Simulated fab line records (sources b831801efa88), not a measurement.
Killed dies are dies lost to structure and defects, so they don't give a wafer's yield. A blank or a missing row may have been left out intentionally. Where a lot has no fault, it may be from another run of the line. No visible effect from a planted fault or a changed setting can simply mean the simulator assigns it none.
8D (eight disciplines) problem report, filled in by code	flow sky130	the parts of the form that need people (team, actions taken, sign-off) are left out

1. WHAT IS WRONG
dose_ions_cm2 at SKY_LDD_N_IMPLANT_09 reads a mean of 6.8e+13 on 6 wafers of 2 lots; wafers without a fault read 7.5e+13 with a standard deviation of 8.2e+10. Measured from the usual mean, that is -86 standard deviations.
First seen on wafer L216.3, day 19 01:59, on implanter-03. The record holds 36 wafers of 12 lots with a number at this step. Rule for "out" (also "out of limits"): further than 4 standard deviations from the usual mean. The rest of the wafers with a number are treated as sound.

2. WHAT IT IS, WHAT IT ISN'T
question	is	is not
which readings at this step	dose_ions_cm2	-
which lots	L216, L218	L213, L214, L217, L219, L226, L228, L230, L232, L234, L236
which wafers of those lots	all that have a number	-
read on which tools	implanter-03	implanter-01, implanter-02
when	from day 19 01:59	up to then (6 sound wafers); but 24 sound wafers of L217, L219, L226, L228, L230, L232, L234, L236 came after

3. SUSPECTS, AND WHAT RULES EACH OUT
Counting: a tool stays on the suspect list if, at a process step up to the reading, it processed all lots that are out and no sound lot following the first of them.
- implanter-03 at SKY_LDD_N_IMPLANT_09: ruled out as a lasting fault. Sound lots L228, L232, L234, L236 ran on it after its first lot that is out, L216 (day 19 01:59).
Left after counting: nothing in the record.

4. THE CAUSE (what the simulator had put in)
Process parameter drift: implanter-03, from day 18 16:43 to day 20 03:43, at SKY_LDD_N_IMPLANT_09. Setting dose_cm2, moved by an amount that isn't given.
Counting ruled it out, wrongly.

5. THE CHAIN OF EFFECTS, in route order
One row per reading whose mean, taken over the struck wafers that have a number, lies over 3 standard deviations from the usual. Readings are gone through only where the record gives a usual standard deviation; hours: the median, over the lots, of the time from a lot's start at the first step in this table giving one to that lot's start at this step; sigmas: the change measured in usual standard deviations.
hours	step	reading	usual	on struck wafers	change	sigmas
0	SKY_LDD_N_IMPLANT_09	dose_ions_cm2	7.5e+13	6.8e+13	-7.1e+12	-86
0	SKY_LDD_N_IMPLANT_09	faraday_current_uA	424	384	-40	-4.6
It contains these process steps:
- SKY_LDD_N_IMPLANT_09

6. WHAT WOULD HAVE CAUGHT IT SOONER
First out-of-limits reading in this record: day 19 01:59, which is 9 hours after fault onset at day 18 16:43.
